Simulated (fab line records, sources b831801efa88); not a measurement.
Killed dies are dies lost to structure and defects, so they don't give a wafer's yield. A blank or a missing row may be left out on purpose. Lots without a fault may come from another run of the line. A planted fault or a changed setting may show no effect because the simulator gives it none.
Which tool did it? | flow gf180mcu | 6 lots, 18 wafers sampled, at 4 steps of a route of 602

WHAT THE GAUGES READ, wafer by wafer
GF_LVPWELL_TW_MEAS_11.
lot  | measured    | on            | LVPWELL_TW
L116 | day 4 03:48 | film_metro-04 | 559 559 562
L118 | day 4 14:25 | film_metro-02 | 227 220 224
L128 | day 6 22:21 | film_metro-02 | 560 561 559
L130 | day 7 10:16 | film_metro-04 | 561 560 562
L134 | day 8 07:38 | film_metro-04 | 562 565 563
L136 | day 8 20:50 | film_metro-04 | 564 564 565

WHICH TOOL RAN EACH LOT (tool, then ch and the chambers of the sampled wafers, then the start)
lot  | GF_STI_STRIP_15                     | GF_NWELL_STRIP_10                   | GF_LVPWELL_STRIP_10
L116 | plasma_asher-01 ch 0,1, day 2 08:08 | plasma_asher-04 ch 0,1, day 3 14:18 | plasma_asher-03 ch 0,1, day 4 03:41
L118 | plasma_asher-02 ch 0,1, day 2 16:47 | plasma_asher-02 ch 0,1, day 4 00:18 | plasma_asher-03 ch 0,1, day 4 14:19
L128 | plasma_asher-01 ch 0,1, day 4 21:29 | plasma_asher-02 ch 0,1, day 6 07:05 | plasma_asher-03 ch 0,1, day 6 22:15
L130 | plasma_asher-02 ch 0,1, day 5 06:32 | plasma_asher-02 ch 0,1, day 6 17:50 | plasma_asher-01 ch 0,1, day 7 10:09
L134 | plasma_asher-02 ch 0,1, day 6 03:08 | plasma_asher-04 ch 0,1, day 7 15:09 | plasma_asher-03 ch 0,1, day 8 07:32
L136 | plasma_asher-04 ch 0,1, day 6 15:35 | plasma_asher-02 ch 0,1, day 8 03:48 | plasma_asher-02 ch 0,1, day 8 20:44
- GF_STI_STRIP_15: strips in O2/N2.
- GF_NWELL_STRIP_10: strips in O2/N2.
- GF_LVPWELL_STRIP_10: strips in O2/N2.

THE ANSWER, worked out from the rows above alone
Rule: what is usual is taken from the lots themselves. Put in order of their means at a reading, lots are off if they are a third of the lots or fewer, leave a main group of 4 or more, and stand apart from it by a gap of 3 or more times the standard deviation of the main group's means; of several such gaps the widest counts. A main group whose means are all the same, to the digits that the tables above print for the reading, isn't used. A lot without any number at a reading at which 4 lots or more have one is off too. The other lots that the step has rows for count as sound.
Off: L118, at GF_LVPWELL_TW_MEAS_11 (LVPWELL_TW). The main group: mean 562, standard deviation 1.8.
A tool fits if, at a process step before that reading, it ran every lot that is off, and no sound lot after the first of them. The gauges at GF_LVPWELL_TW_MEAS_11 are tried like those tools. None of those tried fits.

WHAT THE SIMULATOR HAD PUT IN
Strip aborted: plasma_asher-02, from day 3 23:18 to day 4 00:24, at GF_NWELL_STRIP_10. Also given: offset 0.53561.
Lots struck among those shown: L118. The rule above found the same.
